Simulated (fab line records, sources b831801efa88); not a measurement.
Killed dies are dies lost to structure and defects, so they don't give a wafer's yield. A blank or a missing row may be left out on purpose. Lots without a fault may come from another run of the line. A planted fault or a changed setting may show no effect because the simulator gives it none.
Tool commonality check | flow sky130 | 12 lots, 36 wafers sampled

WHY IT WAS OPENED
At SKY_VIA4_THK_MEAS_01 the reading VIA4_HDPCVD_THK is flagged on 2 of 12 lots. Wafers without a fault read 1748 nm, standard deviation 17.
Rule: a lot is flagged when every wafer of it that has a number lies more than 4 standard deviations from that mean, or none has a number. The other lots count as sound.

lot  | measured     | on            | VIA4_HDPCVD_THK (nm), wafer by wafer | flag
L595 | day 42 23:59 | film_metro-03 | 1745 1764 1746                       |
L597 | day 43 04:35 | film_metro-01 | 1770 1785 1731                       |
L599 | day 43 14:47 | film_metro-03 | 1736 1763 1719                       |
L598 | day 43 15:50 | film_metro-03 | 1738 1737 1736                       |
L601 | day 44 09:04 | film_metro-01 | 1739 1763 1742                       |
L603 | day 44 20:26 | film_metro-03 | 1752 1765 1797                       |
L604 | day 44 23:34 | film_metro-02 | 1756 1748 1770                       |
L605 | day 45 06:32 | film_metro-01 | 1780 1763 1766                       |
L606 | day 45 08:52 | film_metro-01 | 2624 2610 2624                       | FLAGGED
L607 | day 45 19:30 | film_metro-03 | 2623 2639 2627                       | FLAGGED
L608 | day 46 12:52 | film_metro-03 | 1740 1746 1747                       |
L611 | day 47 13:13 | film_metro-03 | 1751 1761 1734                       |
The numbers of the flagged lots are 2624 nm on average: +876 nm against the usual, or +52 standard deviations.

WHICH TOOL RAN EACH LOT
The record holds 3 process steps before the reading, out of a route of 708 steps. In each cell: the tool, then ch and the chambers that the sampled wafers went through, then the start.
lot  | flag    | SKY_METAL4_SPUTTER_03        | SKY_CAP2M_CVD_00                | SKY_VIA4_HDPCVD_00
L595 |         | pvd_sputter-01, day 40 21:25 | pecvd-03 ch 0,1, day 40 21:29   | hdpcvd-01 ch 0,1, day 42 23:43
L597 |         | pvd_sputter-04, day 41 02:53 | pecvd-03 ch 0,1,2, day 41 02:58 | hdpcvd-02 ch 0,1,2, day 43 04:24
L599 |         | pvd_sputter-01, day 41 12:55 | pecvd-04 ch 0,1,2, day 41 12:59 | hdpcvd-02 ch 0,1,2, day 43 14:37
L598 |         | pvd_sputter-03, day 41 13:49 | pecvd-01 ch 0,2, day 41 13:53   | hdpcvd-02 ch 1,2, day 43 15:40
L601 |         | pvd_sputter-03, day 42 07:44 | pecvd-04 ch 1,2, day 42 07:48   | hdpcvd-02 ch 1,2, day 44 08:52
L603 |         | pvd_sputter-01, day 42 20:58 | pecvd-04 ch 0,2, day 42 21:02   | hdpcvd-01 ch 0,1, day 44 20:15
L604 |         | pvd_sputter-03, day 42 23:35 | pecvd-03 ch 0,1, day 42 23:39   | hdpcvd-01 ch 1,2, day 44 23:22
L605 |         | pvd_sputter-01, day 43 06:34 | pecvd-01 ch 1,2, day 43 06:37   | hdpcvd-01 ch 0,1, day 45 06:21
L606 | FLAGGED | pvd_sputter-03, day 43 09:12 | pecvd-04 ch 0, day 43 09:16     | hdpcvd-01 ch 0,1, day 45 08:41
L607 | FLAGGED | pvd_sputter-03, day 43 19:53 | pecvd-01 ch 0,2, day 43 19:56   | hdpcvd-01 ch 0,2, day 45 19:19
L608 |         | pvd_sputter-03, day 44 13:50 | pecvd-03 ch 0,1, day 44 13:55   | hdpcvd-02 ch 1,2, day 46 12:41
L611 |         | pvd_sputter-01, day 45 16:00 | pecvd-03 ch 0,2, day 45 16:04   | hdpcvd-02 ch 0,1,2, day 47 13:01
What these steps do:
- SKY_METAL4_SPUTTER_03: material Ti, target thk 5 nm, time 3.3 s.
- SKY_CAP2M_CVD_00: deposits SiO2, target thk 15.5 nm.
- SKY_VIA4_HDPCVD_00: deposits SiO2, target thk 1750 nm, time 291.7 s.
- SKY_VIA4_THK_MEAS_01

FLAGGED OVER TOTAL, TOOL BY TOOL (the gauges that took the reading come last)
step                  | tool           | lots run | flagged | share of the flagged lots | sound lots run after its first flagged lot
SKY_METAL4_SPUTTER_03 | pvd_sputter-01 | 5        | 0       | none                      | -
SKY_METAL4_SPUTTER_03 | pvd_sputter-03 | 6        | 2       | all                       | 1 (L608)
SKY_METAL4_SPUTTER_03 | pvd_sputter-04 | 1        | 0       | none                      | -
SKY_CAP2M_CVD_00      | pecvd-01       | 3        | 1       | some                      | 0
SKY_CAP2M_CVD_00      | pecvd-03       | 5        | 0       | none                      | -
SKY_CAP2M_CVD_00      | pecvd-04       | 4        | 1       | some                      | 0
SKY_VIA4_HDPCVD_00    | hdpcvd-01      | 6        | 2       | all                       | 0
SKY_VIA4_HDPCVD_00    | hdpcvd-02      | 6        | 0       | none                      | -
SKY_VIA4_THK_MEAS_01  | film_metro-01  | 4        | 1       | some                      | 0
SKY_VIA4_THK_MEAS_01  | film_metro-02  | 1        | 0       | none                      | -
SKY_VIA4_THK_MEAS_01  | film_metro-03  | 7        | 1       | some                      | 2 (L608,L611)

WHAT THE TABLE ALLOWS
2 rows of the table ran every flagged lot: pvd_sputter-03 at SKY_METAL4_SPUTTER_03, hdpcvd-01 at SKY_VIA4_HDPCVD_00.
- pvd_sputter-03 at SKY_METAL4_SPUTTER_03: 2 of its 6 lots flagged. Sound lots ran on it after the first flagged one (L608), which a lasting fault on the whole tool wouldn't allow.
- hdpcvd-01 at SKY_VIA4_HDPCVD_00: 2 of its 6 lots flagged. Its last sound lot is L605 (day 45 06:21), its first flagged lot L606 (day 45 08:41): a fault that began between those two fits. Its own readings lie more than 4 standard deviations out on every wafer of the flagged lots: sih4_flow_sccm.
One tool is left: hdpcvd-01 at SKY_VIA4_HDPCVD_00.

WHAT THE SIMULATOR HAD PUT IN
Process parameter drift: hdpcvd-01, from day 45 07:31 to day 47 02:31, at SKY_VIA4_HDPCVD_00. Setting sih4_flow_sccm, moved by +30, from 60. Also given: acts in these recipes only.
Lots struck among those shown: L606, L607. The rule above found the same.
